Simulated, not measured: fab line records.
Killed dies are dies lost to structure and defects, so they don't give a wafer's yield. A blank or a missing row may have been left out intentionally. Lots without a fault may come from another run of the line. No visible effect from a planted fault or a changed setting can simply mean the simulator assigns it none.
fab line records	flow sky130
[record] lots = 24	wafers = 72	lastDay = 50
route steps=708 shown METAL3@568 CAP2M@604 VIA4@651 METAL5@676
lots with no fault: from the same line, run without faults
startH: hours from the record's first day to the start of the lot's first wafer shown	waitH: hours since the lot's step before	" identical to the entry in the row above	L1.1+2: several wafers, shown together as one row	- either no value or no given start	* or withheld: withheld	< > ~ a bound
route shown NAME@n: a module of which the file shows steps, and the number in the route of the first	usual: mean/standard deviation taken from wafers without a fault	same: alike in all rows	chamber/n: place in a boat	sites: readings site by site	_std_site: their standard deviation	_edge_site: outer sites' mean less inner sites'	radiusMm: for every site, how far away it sits from the centre of the wafer	mask NAME#n: copy n	behind: the most recent tool/chamber to have shaped the wafer	hold: why the lot was held/for how many hours/how that ended	device: the transistor (n, p or np) that didn't switch	end of line: at the end of the route, the tests of the same wafers	where a step has no rows: the recipe by itself	killed: dies that structure and defects cost at the first sort, which is not the same as the wafer's yield	map: the dies of a wafer, with x for killed, . for not killed, _ for no die there
set.NAME: the run value of the setting; set.NAME@STEP: its run value at that earlier step	model.NAME: the simulator's own value behind a step, which no gauge read
steps of the route over a sample of lots; a table a step, a row a wafer
services: the hour from which a tool's chamber was out of use, counted from the record's first day as startH (under 0 if before that day), plus the number of hours and why
[[steps]]
[step SKY_METAL3_METAL_ETCH_18]
[recipe] targetDepthA = 8450	stopOn = SiO2	overEtchFrac = 0.3	timeS = 183.1	chemistry = Cl2/BCl3	resistSidewallDeg = 88	pressureMtorr = 10	icpW = 900	biasW = 48.5	Cl2_flow_sccm = 60	bcl3FlowSccm = 30
[usual] bcl3FlowSccm = 29.99/0.1	drypumpMotorCurrentA = 5.7/0.51	oesProductAu = 0.864/0.0058	throttleValvePct = 22.265/0.0085
lot.wafer	tool	chamber	startH	waitH	bcl3FlowSccm	drypumpMotorCurrentA	oesProductAu	rfHoursCounterH	throttleValvePct
L074.2	rieMetal-04	0	913.17	0.0	29.86	5.7	0.863	11	22.263
L074.3	"	1	"	"	30.14	6.4	0.854	-	22.249
L074.4	"	0	"	"	29.72	5.7	0.871	-	22.272
L075.2	rieMetal-02	1	913.74	0.0	30.25	5.9	0.865	3	22.261
L075.3	"	1	"	"	30.22	5.9	0.871	-	22.269
L075.4	"	0	"	"	29.92	5.0	0.872	-	22.273
L076.1	rieMetal-01	1	924.09	0.0	29.95	5.0	0.859	3	22.275
L076.4	"	1	"	"	29.91	5.0	0.865	-	22.269
L076.5	"	1	"	"	30.02	5.0	0.873	-	22.272
L077.1	rieMetal-04	0	940.14	0.0	30.03	5.8	0.861	12	22.271
L077.4	"	1	"	"	29.96	6.4	0.853	-	22.273
L077.6	"	0	"	"	29.97	5.8	0.857	-	22.276
L079.1	rieMetal-01	0	949.02	0.0	29.96	6.0	0.851	6	22.267
L079.2	"	1	"	"	29.94	5.1	0.864	4	22.274
L079.6	"	1	"	"	30.13	5.1	0.857	-	22.295
L078.1	rieMetal-01	0	949.24	0.0	30.18	6.0	0.872	6	22.282
L078.3	"	1	"	"	29.92	5.1	0.864	-	22.253
L078.6	"	1	"	"	30.02	5.1	0.868	-	22.272
L080.3	rieMetal-04	0	950.25	0.1	29.89	5.8	0.862	-	22.261
L080.5	"	0	"	"	29.91	5.8	0.866	-	22.272
L080.6	"	1	"	"	29.95	6.4	0.865	-	22.264
L081.2	rieMetal-01	0	975.69	0.0	29.92	6.0	0.874	7	22.263
L081.5	"	0	"	"	30.09	6.0	0.868	-	22.276
L081.6	"	1	"	"	30.21	5.0	0.866	-	22.259
L083.1	rieMetal-04	1	981.59	0.0	29.80	6.4	0.861	3	22.263
L083.2	"	0	"	"	29.93	5.8	0.865	14	22.274
L083.5	"	0	"	"	30.06	5.7	0.862	-	22.261
L082.1	rieMetal-02	1	985.05	0.0	29.96	5.9	0.864	7	22.251
L082.2	"	0	"	"	29.92	5.0	0.858	9	22.276
L082.3	"	0	"	"	29.95	5.0	0.864	-	22.254
L084.1	rieMetal-04	0	987.64	0.0	29.99	5.8	0.871	15	22.258
L084.2	"	0	"	"	29.97	5.8	0.861	-	22.270
L084.3	"	0	"	"	30.19	5.8	0.856	-	22.267
L085.1	rieMetal-01	1	998.30	0.0	29.86	5.1	0.867	6	22.267
L085.3	"	1	"	"	29.96	5.0	0.874	-	22.260
L085.4	"	0	"	"	30.10	6.0	0.864	-	22.264
L086.1	rieMetal-01	1	1004.72	0.0	30.04	5.0	0.865	7	22.255
L086.3	"	1	"	"	29.89	5.0	0.872	-	22.257
L086.6	"	0	"	"	30.18	6.0	0.869	-	22.263
L088.1	rieMetal-02	0	1020.29	0.0	30.01	5.0	0.869	11	22.255
L088.3	"	0	"	"	30.04	5.0	0.871	-	22.264
L088.6	"	1	"	"	30.04	5.9	0.862	-	22.278
L087.2	rieMetal-02	1	1021.92	0.0	30.23	5.9	0.876	9	22.251
L087.4	"	1	"	"	30.08	5.9	0.868	-	22.251
L087.6	"	1	"	"	30.10	5.9	0.869	-	22.269
L090.4	rieMetal-04	0	1022.80	0.1	30.05	5.7	0.865	-	22.256
L090.5	"	0	"	"	29.84	5.7	0.860	-	22.268
L090.6	"	1	"	"	29.99	6.5	0.867	-	22.264
L089.1	rieMetal-02	1	1023.62	0.0	29.85	6.0	0.860	9	22.264
L089.3	"	0	"	"	30.00	5.0	0.865	-	22.259
L089.6	"	0	"	"	29.99	5.0	0.858	-	22.277
L091.3	rieMetal-02	0	1028.48	0.1	30.09	5.0	0.872	-	22.266
L091.4	"	1	"	"	30.01	5.9	0.870	-	22.263
L091.5	"	1	"	"	29.91	5.9	0.866	-	22.273
L092.1	rieMetal-01	0	1031.90	0.0	29.99	6.0	0.864	10	22.268
L092.4	"	1	"	"	30.04	5.0	0.864	-	22.267
L092.5	"	1	"	"	30.10	5.1	0.866	-	22.252
L093.3	rieMetal-02	1	1042.75	0.1	30.06	5.9	0.858	-	22.275
L093.4	"	0	"	"	29.97	5.0	0.851	-	22.268
L093.5	"	0	"	"	29.99	5.0	0.854	-	22.261
L094.3	rieMetal-04	1	1044.96	0.1	30.01	6.4	0.856	-	22.269
L094.4	"	0	"	"	30.05	5.7	0.861	-	22.265
L094.6	"	1	"	"	29.87	6.4	0.857	-	22.274
L095.1	rieMetal-02	1	1050.44	0.0	30.07	5.9	0.867	11	22.232
L095.5	"	1	"	"	30.07	5.9	0.863	-	22.254
L095.6	"	0	"	"	29.94	5.0	0.869	-	22.282
L096.2	rieMetal-02	0	1057.67	0.0	29.97	5.0	0.873	14	22.258
L096.3	"	0	"	"	30.05	5.0	0.871	-	22.267
L096.5	"	1	"	"	30.16	5.9	0.872	-	22.266
L097.1	rieMetal-01	1	1060.49	0.0	29.95	5.0	0.864	10	22.258
L097.5	"	0	"	"	30.01	6.0	0.858	-	22.260
L097.6	"	1	"	"	29.90	5.0	0.861	-	22.267
[step SKY_CAP2M_THK_MEAS_01]
[recipe] reads = SiO2_of_CAP2M_CVD_00
[usual] CAP2M_CVD_00_THK = 15.51/0.24
lot.wafer	tool	chamber	startH	waitH	CAP2M_CVD_00_THK[nm]
L074.2	filmMetro-01	-	941.12	-	15.38
L074.3	"	-	"	"	15.20
L074.4	"	-	"	"	15.67
L075.2	filmMetro-01	-	942.92	-	15.24
L075.3	"	-	"	"	15.64
L075.4	"	-	"	"	15.93
L076.1	filmMetro-03	-	952.40	-	15.16
L076.4	"	-	"	"	15.34
L076.5	"	-	"	"	15.34
L077.1	filmMetro-01	-	967.26	-	15.69
L077.4	"	-	"	"	15.91
L077.6	"	-	"	"	15.80
L079.1	filmMetro-02	-	976.59	-	15.48
L079.2	"	-	"	"	15.68
L079.6	"	-	"	"	15.71
L078.1	filmMetro-02	-	976.91	-	15.40
L078.3	"	-	"	"	15.41
L078.6	"	-	"	"	15.38
L080.3	filmMetro-01	-	977.45	-	15.84
L080.5	"	-	"	"	15.88
L080.6	"	-	"	"	15.74
L081.2	filmMetro-01	-	1002.34	-	15.51
L081.5	"	-	"	"	15.70
L081.6	"	-	"	"	15.74
L083.1	filmMetro-02	-	1008.38	-	15.41
L083.2	"	-	"	"	15.36
L083.5	"	-	"	"	15.51
L082.1	filmMetro-03	-	1011.09	-	15.32
L082.2	"	-	"	"	15.41
L082.3	"	-	"	"	15.76
L084.1	filmMetro-02	-	1015.01	-	15.45
L084.2	"	-	"	"	15.16
L084.3	"	-	"	"	15.18
L085.1	filmMetro-01	-	1024.50	-	15.13
L085.3	"	-	"	"	15.00
L085.4	"	-	"	"	15.41
L086.1	filmMetro-01	-	1030.20	-	14.91
L086.3	"	-	"	"	15.14
L086.6	"	-	"	"	15.24
L088.1	filmMetro-02	-	1046.33	-	15.14
L088.3	"	-	"	"	15.38
L088.6	"	-	"	"	15.47
L087.2	filmMetro-03	-	1047.59	-	15.57
L087.4	"	-	"	"	15.43
L087.6	"	-	"	"	15.61
L090.4	filmMetro-02	-	1048.64	-	15.67
L090.5	"	-	"	"	15.77
L090.6	"	-	"	"	15.74
L089.1	filmMetro-01	-	1049.53	-	15.52
L089.3	"	-	"	"	15.40
L089.6	"	-	"	"	15.48
L091.3	filmMetro-02	-	1053.89	-	15.67
L091.4	"	-	"	"	15.73
L091.5	"	-	"	"	15.79
L092.1	filmMetro-01	-	1057.34	-	15.39
L092.4	"	-	"	"	15.73
L092.5	"	-	"	"	15.75
L093.3	filmMetro-02	-	1067.48	-	15.05
L093.4	"	-	"	"	15.24
L093.5	"	-	"	"	15.47
L094.3	filmMetro-02	-	1070.09	-	15.43
L094.4	"	-	"	"	15.82
L094.6	"	-	"	"	15.40
L095.1	filmMetro-03	-	1074.89	-	15.41
L095.5	"	-	"	"	15.69
L095.6	"	-	"	"	15.59
L096.2	filmMetro-03	-	1081.62	-	15.81
L096.3	"	-	"	"	15.82
L096.5	"	-	"	"	16.02
L097.1	filmMetro-01	-	1085.10	-	15.25
L097.5	"	-	"	"	15.69
L097.6	"	-	"	"	15.58
[step SKY_CAP2M_OVL_MEAS_12]
[usual] CAP2M_OVL = 0.0/1.8
lot.wafer	tool	chamber	startH	waitH	CAP2M_OVL[nm]
L074.2	overlay-02	-	965.00	0.1	3.2
L074.3	"	-	"	"	2.0
L074.4	"	-	"	"	4.3
L075.2	overlay-01	-	967.52	0.1	1.1
L075.3	"	-	"	"	1.0
L075.4	"	-	"	"	1.6
L076.1	overlay-02	-	976.27	0.1	-3.3
L076.4	"	-	"	"	-1.2
L076.5	"	-	"	"	-1.5
L077.1	overlay-01	-	991.24	0.1	-0.8
L077.4	"	-	"	"	-2.3
L077.6	"	-	"	"	1.1
L079.1	overlay-01	-	999.62	0.1	-0.1
L079.2	"	-	"	"	0.5
L079.6	"	-	"	"	0.3
L078.1	overlay-01	-	1000.52	0.1	-2.1
L078.3	"	-	"	"	-1.7
L078.6	"	-	"	"	0.1
L080.3	overlay-02	-	1001.18	0.1	1.0
L080.5	"	-	"	"	1.6
L080.6	"	-	"	"	-0.4
L081.2	overlay-01	-	1025.42	0.1	0.9
L081.5	"	-	"	"	2.9
L081.6	"	-	"	"	2.4
L083.1	overlay-01	-	1031.24	0.1	-2.7
L083.2	"	-	"	"	-2.9
L083.5	"	-	"	"	-2.4
L082.1	overlay-01	-	1033.37	0.1	-0.2
L082.2	"	-	"	"	0.0
L082.3	"	-	"	"	0.7
L084.1	overlay-02	-	1037.04	0.1	-0.2
L084.2	"	-	"	"	-1.0
L084.3	"	-	"	"	1.3
L085.1	overlay-02	-	1047.22	0.1	0.4
L085.3	"	-	"	"	-1.0
L085.4	"	-	"	"	0.7
L086.1	overlay-01	-	1052.37	0.1	0.6
L086.3	"	-	"	"	0.1
L086.6	"	-	"	"	-0.2
L088.1	overlay-02	-	1068.37	0.1	3.3
L088.3	"	-	"	"	0.8
L088.6	"	-	"	"	2.3
L087.2	overlay-02	-	1069.35	0.1	-3.1
L087.4	"	-	"	"	-4.1
L087.6	"	-	"	"	-3.1
L090.4	overlay-01	-	1070.19	0.1	-1.6
L090.5	"	-	"	"	-0.8
L090.6	"	-	"	"	-0.6
L089.1	overlay-01	-	1071.07	0.1	1.3
L089.3	"	-	"	"	-0.8
L089.6	"	-	"	"	1.7
L091.3	overlay-01	-	1075.50	0.1	-2.9
L091.4	"	-	"	"	-0.1
L091.5	"	-	"	"	-0.5
L092.1	overlay-01	-	1079.22	0.1	2.9
L092.4	"	-	"	"	-0.4
L092.5	"	-	"	"	2.9
L093.3	overlay-02	-	1088.45	0.1	0.5
L093.4	"	-	"	"	-0.3
L093.5	"	-	"	"	-2.0
L094.3	overlay-02	-	1091.03	0.1	2.2
L094.4	"	-	"	"	1.3
L094.6	"	-	"	"	0.6
L095.1	overlay-01	-	1095.57	0.1	2.1
L095.5	"	-	"	"	0.3
L095.6	"	-	"	"	-1.8
L096.2	overlay-01	-	1102.12	0.1	-1.0
L096.3	"	-	"	"	-2.0
L096.5	"	-	"	"	-1.5
L097.1	overlay-02	-	1105.32	0.1	-0.9
L097.5	"	-	"	"	-1.9
L097.6	"	-	"	"	-1.8
[step SKY_CAP2M_STRIP_14]
[recipe] chemistry = O2/N2	powerW = 1400	pressureMtorr = 1500	platenTempC = withheld	o2FlowSccm = 3000	n2FlowSccm = 300	overashFraction = 0.5
[usual] drypumpMotorCurrentA = 5.7/0.45	oesProductAu = 0.710/0.0044	stripTimeToEndpointS = 12.64/0.04
lot.wafer	tool	chamber	startH	waitH	drypumpMotorCurrentA	oesProductAu	rfHoursCounterH	stripTimeToEndpointS
L074.2	plasmaAsher-02	0	965.10	0.1	6.4	0.711	109	12.58
L074.3	"	0	"	"	6.4	0.698	-	12.65
L074.4	"	1	"	"	5.9	0.712	-	12.61
L075.2	plasmaAsher-01	0	967.63	0.1	5.0	0.713	81	12.64
L075.3	"	1	"	"	5.9	0.710	-	12.61
L075.4	"	0	"	"	5.0	0.711	-	12.62
L076.1	plasmaAsher-01	0	976.38	0.1	5.1	0.714	82	12.68
L076.4	"	1	"	"	5.9	0.713	-	12.67
L076.5	"	0	"	"	5.1	0.702	-	12.70
L077.1	plasmaAsher-02	1	991.35	0.1	5.9	0.713	112	12.63
L077.4	"	1	"	"	5.9	0.711	-	12.70
L077.6	"	0	"	"	6.4	0.712	-	12.67
L079.1	plasmaAsher-02	0	999.73	0.1	6.4	0.706	112	12.68
L079.2	"	1	"	"	5.9	0.707	112	12.59
L079.6	"	1	"	"	5.9	0.712	-	12.68
L078.1	plasmaAsher-02	1	1000.63	0.1	5.9	0.711	112	12.62
L078.3	"	1	"	"	5.9	0.717	-	12.55
L078.6	"	0	"	"	6.4	0.709	-	12.60
L080.3	plasmaAsher-02	1	1001.31	0.1	5.9	0.715	-	12.61
L080.5	"	0	"	"	6.4	0.696	-	12.53
L080.6	"	1	"	"	5.9	0.710	-	12.62
L081.2	plasmaAsher-03	1	1025.53	0.1	5.4	0.704	61	12.64
L081.5	"	0	"	"	5.4	0.705	-	12.68
L081.6	"	1	"	"	5.4	0.711	-	12.64
L083.1	plasmaAsher-03	1	1031.35	0.1	5.4	0.707	62	12.65
L083.2	"	0	"	"	5.4	0.709	62	12.64
L083.5	"	0	"	"	5.4	0.710	-	12.64
L082.1	plasmaAsher-03	0	1033.48	0.1	5.4	0.717	62	12.61
L082.2	"	1	"	"	5.4	0.709	62	12.64
L082.3	"	0	"	"	5.4	0.712	-	12.62
L084.1	plasmaAsher-01	0	1037.15	0.1	5.1	0.706	88	12.58
L084.2	"	1	"	"	5.9	0.709	88	12.62
L084.3	"	1	"	"	5.9	0.709	-	12.58
L085.1	plasmaAsher-03	0	1047.33	0.1	5.4	0.712	63	12.58
L085.3	"	1	"	"	5.4	0.709	-	12.57
L085.4	"	0	"	"	5.4	0.707	-	12.63
L086.1	plasmaAsher-01	1	1052.48	0.1	5.9	0.703	90	12.66
L086.3	"	0	"	"	5.0	0.704	-	12.67
L086.6	"	0	"	"	5.0	0.711	-	12.61
L088.1	plasmaAsher-02	1	1068.48	0.1	5.9	0.708	0	12.63
L088.3	"	0	"	"	6.4	0.706	-	12.58
L088.6	"	0	"	"	6.5	0.708	-	12.64
L087.2	plasmaAsher-03	0	1069.45	0.1	5.4	0.705	66	12.66
L087.4	"	1	"	"	5.4	0.705	-	12.68
L087.6	"	0	"	"	5.4	0.701	-	12.71
L090.4	plasmaAsher-02	1	1070.32	0.1	5.9	0.711	-	12.68
L090.5	"	1	"	"	5.9	0.716	-	12.62
L090.6	"	0	"	"	6.4	0.702	-	12.59
L089.1	plasmaAsher-01	1	1071.18	0.1	5.9	0.708	92	12.61
L089.3	"	1	"	"	5.9	0.712	-	12.59
L089.6	"	0	"	"	5.1	0.711	-	12.60
L091.3	plasmaAsher-02	0	1075.64	0.1	6.4	0.710	-	12.62
L091.4	"	1	"	"	5.9	0.711	-	12.67
L091.5	"	1	"	"	5.9	0.712	-	12.66
L092.1	plasmaAsher-01	1	1079.33	0.1	5.9	0.706	93	12.58
L092.4	"	0	"	"	5.1	0.710	-	12.60
L092.5	"	0	"	"	5.0	0.712	-	12.63
L093.3	plasmaAsher-03	0	1088.59	0.1	5.4	0.716	-	12.59
L093.4	"	1	"	"	5.4	0.708	-	12.67
L093.5	"	0	"	"	5.4	0.718	-	12.66
L094.3	plasmaAsher-02	1	1091.16	0.1	5.9	0.707	-	12.64
L094.4	"	0	"	"	6.4	0.707	-	12.63
L094.6	"	1	"	"	5.9	0.709	-	12.67
L095.1	plasmaAsher-01	1	1095.68	0.1	5.9	0.715	94	12.63
L095.5	"	0	"	"	5.1	0.706	-	12.73
L095.6	"	1	"	"	5.9	0.704	-	12.66
L096.2	plasmaAsher-03	1	1102.23	0.1	5.5	0.710	69	12.69
L096.3	"	0	"	"	5.4	0.708	-	12.66
L096.5	"	0	"	"	5.4	0.708	-	12.68
L097.1	plasmaAsher-02	0	1105.43	0.1	6.4	0.722	4	12.65
L097.5	"	1	"	"	5.9	0.713	-	12.59
L097.6	"	0	"	"	6.4	0.707	-	12.69
[step SKY_VIA4_ETCH_12]
[recipe] target = SiO2	chemistry = C4F8/O2/Ar	stopOn = TiN	maskMaterial = NOVOLAK	sourceW = 1500	biasW = 1200	pressureMtorr = 40	c4f8FlowSccm = withheld	O2_flow_sccm = 6	Ar_flow_sccm = 300	timeS = withheld	targetDepthA = 5800
[usual] oesProductAu = 0.925/0.0042
lot.wafer	tool	chamber	startH	waitH	oesProductAu
L074.2	rieDiel-04	0	1014.75	0.0	0.927
L074.3	"	1	"	"	0.923
L074.4	"	3	"	"	0.921
L075.2	rieDiel-04	1	1017.33	0.0	0.921
L075.3	"	2	"	"	0.922
L075.4	"	0	"	"	0.931
L076.1	rieDiel-04	1	1024.52	0.0	0.925
L076.4	"	3	"	"	0.927
L076.5	"	2	"	"	0.928
L077.1	rieDiel-01	2	1039.22	0.0	0.927
L077.4	"	0	"	"	0.922
L077.6	"	2	"	"	0.929
L079.1	rieDiel-01	3	1047.52	0.0	0.933
L079.2	"	2	"	"	0.920
L079.6	"	1	"	"	0.928
L078.1	rieDiel-03	3	1048.18	0.0	0.927
L078.3	"	0	"	"	0.927
L078.6	"	1	"	"	0.927
L080.3	rieDiel-04	0	1048.83	0.0	0.925
L080.5	"	0	"	"	0.924
L080.6	"	3	"	"	0.926
L081.2	rieDiel-03	0	1072.43	0.0	0.928
L081.5	"	3	"	"	0.926
L081.6	"	2	"	"	0.929
L083.1	rieDiel-03	3	1077.40	0.0	0.922
L083.2	"	1	"	"	0.918
L083.5	"	3	"	"	0.929
L082.1	rieDiel-03	3	1079.42	0.0	0.930
L082.2	"	2	"	"	0.924
L082.3	"	0	"	"	0.927
L084.1	rieDiel-01	3	1081.93	0.0	0.924
L084.2	"	1	"	"	0.924
L084.3	"	0	"	"	0.937
L085.1	rieDiel-03	3	1091.57	0.0	0.923
L085.3	"	2	"	"	0.922
L085.4	"	0	"	"	0.927
L086.1	rieDiel-04	3	1096.52	0.0	0.926
L086.3	"	1	"	"	0.930
L086.6	"	0	"	"	0.926
L088.1	rieDiel-03	1	1112.35	0.0	0.926
L088.3	"	0	"	"	0.929
L088.6	"	3	"	"	0.922
L087.2	rieDiel-01	2	1113.45	0.0	0.924
L087.4	"	3	"	"	0.930
L087.6	"	3	"	"	0.923
L090.4	rieDiel-04	3	1114.07	0.0	0.922
L090.5	"	0	"	"	0.925
L090.6	"	1	"	"	0.929
L089.1	rieDiel-01	2	1114.90	0.0	0.925
L089.3	"	3	"	"	0.920
L089.6	"	3	"	"	0.922
L091.3	rieDiel-01	1	1119.12	0.0	0.928
L091.4	"	2	"	"	0.934
L091.5	"	3	"	"	0.926
L092.1	rieDiel-03	0	1123.02	0.0	0.922
L092.4	"	3	"	"	0.922
L092.5	"	1	"	"	0.921
L093.3	rieDiel-04	2	1130.90	0.0	0.931
L093.4	"	0	"	"	0.928
L093.5	"	1	"	"	0.924
L094.3	rieDiel-03	2	1133.60	0.0	0.937
L094.4	"	2	"	"	0.926
L094.6	"	1	"	"	0.930
L095.1	rieDiel-04	1	1137.85	0.0	0.924
L095.5	"	0	"	"	0.924
L095.6	"	3	"	"	0.930
L096.2	rieDiel-01	3	1144.38	0.0	0.923
L096.3	"	0	"	"	0.927
L096.5	"	2	"	"	0.929
L097.1	rieDiel-01	3	1146.80	0.0	0.923
L097.5	"	2	"	"	0.925
L097.6	"	1	"	"	0.917
[step SKY_METAL5_METAL_ETCH_15]
[recipe] targetDepthA = 12600	stopOn = SiO2	overEtchFrac = 0.2	timeS = 252	chemistry = Cl2/BCl3	resistSidewallDeg = 86	pressureMtorr = 10	icpW = 900	biasW = 48.5	Cl2_flow_sccm = 60	bcl3FlowSccm = 30
[usual] bcl3FlowSccm = 30.00/0.083	drypumpMotorCurrentA = 6.1/0.5	oesProductAu = 0.893/0.0048	throttleValvePct = 22.266/0.0095
lot.wafer	tool	chamber	startH	waitH	bcl3FlowSccm	drypumpMotorCurrentA	oesProductAu	rfHoursCounterH	throttleValvePct
L074.2	rieMetal-03	1	1039.17	0.0	30.05	6.6	0.898	17	22.241
L074.3	"	1	"	"	29.97	6.6	0.896	-	22.258
L074.4	"	0	"	"	29.93	6.4	0.901	-	22.283
L075.2	rieMetal-01	1	1040.97	0.0	29.91	5.0	0.892	9	22.275
L075.3	"	0	"	"	30.04	6.0	0.897	-	22.271
L075.4	"	1	"	"	30.00	5.0	0.898	-	22.255
L076.1	rieMetal-03	1	1048.86	0.1	30.19	6.6	0.894	18	22.260
L076.4	"	1	"	"	30.08	6.6	0.892	-	22.270
L076.5	"	1	"	"	30.00	6.6	0.901	-	22.280
L077.1	rieMetal-03	0	1062.43	0.0	29.98	6.4	0.902	9	22.261
L077.4	"	1	"	"	30.20	6.6	0.896	-	22.269
L077.6	"	0	"	"	30.02	6.4	0.885	-	22.277
L079.1	rieMetal-01	0	1070.67	0.0	29.99	6.0	0.899	12	22.267
L079.2	"	1	"	"	30.02	5.0	0.901	11	22.258
L079.6	"	1	"	"	30.10	5.0	0.889	-	22.271
L078.1	rieMetal-04	0	1071.18	0.0	29.90	5.7	0.887	22	22.272
L078.3	"	0	"	"	29.90	5.7	0.896	-	22.269
L078.6	"	1	"	"	30.18	6.4	0.896	-	22.251
L080.3	rieMetal-03	1	1071.85	0.1	29.95	6.6	0.888	-	22.254
L080.5	"	1	"	"	30.02	6.6	0.894	-	22.275
L080.6	"	0	"	"	29.87	6.3	0.892	-	22.268
L081.2	rieMetal-01	0	1094.60	0.0	30.00	6.0	0.905	14	22.267
L081.5	"	1	"	"	29.96	5.0	0.898	-	22.268
L081.6	"	0	"	"	29.99	6.0	0.900	-	22.273
L083.1	rieMetal-04	0	1100.28	0.0	30.05	5.7	0.893	24	22.263
L083.2	"	1	"	"	30.03	6.4	0.897	10	22.253
L083.5	"	0	"	"	29.98	5.8	0.902	-	22.257
L082.1	rieMetal-01	0	1101.55	0.0	29.97	6.0	0.893	14	22.284
L082.2	"	1	"	"	29.92	5.1	0.903	13	22.275
L082.3	"	0	"	"	30.11	6.0	0.893	-	22.272
L084.1	rieMetal-04	1	1103.88	0.0	30.18	6.4	0.890	10	22.276
L084.2	"	0	"	"	30.10	5.8	0.889	24	22.284
L084.3	"	0	"	"	30.16	5.8	0.891	-	22.272
L085.1	rieMetal-03	0	1113.77	0.0	29.90	6.4	0.892	13	22.264
L085.3	"	1	"	"	30.03	6.6	0.887	-	22.270
L085.4	"	0	"	"	29.98	6.4	0.886	-	22.271
L086.1	rieMetal-03	0	1117.90	0.0	30.03	6.4	0.902	13	22.259
L086.3	"	1	"	"	30.06	6.6	0.896	-	22.259
L086.6	"	0	"	"	30.11	6.4	0.894	-	22.280
L088.1	rieMetal-04	1	1133.00	0.0	30.07	6.4	0.886	13	22.261
L088.3	"	1	"	"	30.06	6.4	0.892	-	22.267
L088.6	"	1	"	"	30.02	6.4	0.890	-	22.284
L087.2	rieMetal-03	1	1134.37	0.0	30.08	6.6	0.894	25	22.263
L087.4	"	1	"	"	30.02	6.6	0.889	-	22.252
L087.6	"	1	"	"	30.00	6.6	0.895	-	22.264
L090.4	rieMetal-04	0	1135.20	0.1	29.84	5.7	0.890	-	22.255
L090.5	"	1	"	"	30.05	6.4	0.902	-	22.259
L090.6	"	0	"	"	30.06	5.7	0.891	-	22.256
L089.1	rieMetal-03	1	1136.13	0.0	30.01	6.6	0.888	26	22.284
L089.3	"	0	"	"	30.03	6.4	0.893	-	22.257
L089.6	"	1	"	"	29.97	6.6	0.890	-	22.259
L091.3	rieMetal-01	0	1140.03	0.1	30.21	6.0	0.892	-	22.262
L091.4	"	1	"	"	30.07	5.0	0.886	-	22.272
L091.5	"	1	"	"	29.94	5.0	0.895	-	22.259
L092.1	rieMetal-04	0	1145.03	0.0	30.04	5.8	0.899	28	22.264
L092.4	"	0	"	"	29.86	5.8	0.899	-	22.267
L092.5	"	1	"	"	29.89	6.4	0.895	-	22.271
L093.3	rieMetal-01	1	1151.65	0.1	29.95	5.0	0.887	-	22.255
L093.4	"	0	"	"	29.84	6.0	0.895	-	22.273
L093.5	"	0	"	"	29.99	6.0	0.887	-	22.246
L094.3	rieMetal-04	1	1154.15	0.1	30.00	6.5	0.893	-	22.265
L094.4	"	0	"	"	29.94	5.8	0.892	-	22.268
L094.6	"	1	"	"	30.04	6.4	0.890	-	22.265
L095.1	rieMetal-04	1	1157.83	0.0	29.92	6.4	0.896	15	22.263
L095.5	"	1	"	"	30.09	6.4	0.901	-	22.263
L095.6	"	0	"	"	29.98	5.8	0.898	-	22.264
L096.2	rieMetal-03	1	1164.53	0.0	29.91	6.6	0.904	28	22.263
L096.3	"	1	"	"	30.05	6.6	0.891	-	22.266
L096.5	"	0	"	"	30.10	6.4	0.885	-	22.259
L097.1	rieMetal-03	0	1165.60	0.0	29.99	6.4	0.897	18	22.273
L097.5	"	0	"	"	30.14	6.4	0.889	-	22.260
L097.6	"	1	"	"	29.93	6.6	0.886	-	22.267
[[services]]
tool	chamber	startH	hours	kind
rieMetal-04	0	895.52	1.1	repair
rieMetal-02	1	895.60	6.1	repair
rieDiel-04	2	898.06	4.4	repair
rieMetal-02	-	905.03	1.4	repair
plasmaAsher-02	-	908.21	11.7	repair
rieDiel-03	1	909.36	4.9	repair
rieDiel-01	3	919.41	3.8	repair
rieDiel-03	-	926.90	1.0	repair
rieDiel-03	-	928.06	15.6	pm
rieMetal-01	-	937.30	0.2	repair
rieMetal-01	-	956.49	0.6	repair
rieDiel-04	-	980.70	9.6	repair
rieMetal-04	1	984.58	26.9	repair
rieMetal-04	-	990.50	0.8	repair
rieMetal-03	0	995.36	2.0	repair
plasmaAsher-02	-	1002.20	0.7	repair
plasmaAsher-02	-	1030.95	2.8	pm
rieMetal-03	0	1042.10	13.6	repair
plasmaAsher-02	-	1055.25	9.0	pm
plasmaAsher-02	-	1061.66	1.6	repair
rieMetal-01	0	1091.49	2.2	repair
rieMetal-02	-	1093.00	2.8	pm
rieMetal-02	-	1101.26	2.1	repair
rieMetal-01	-	1122.29	2.8	pm
[[key]]
fault none
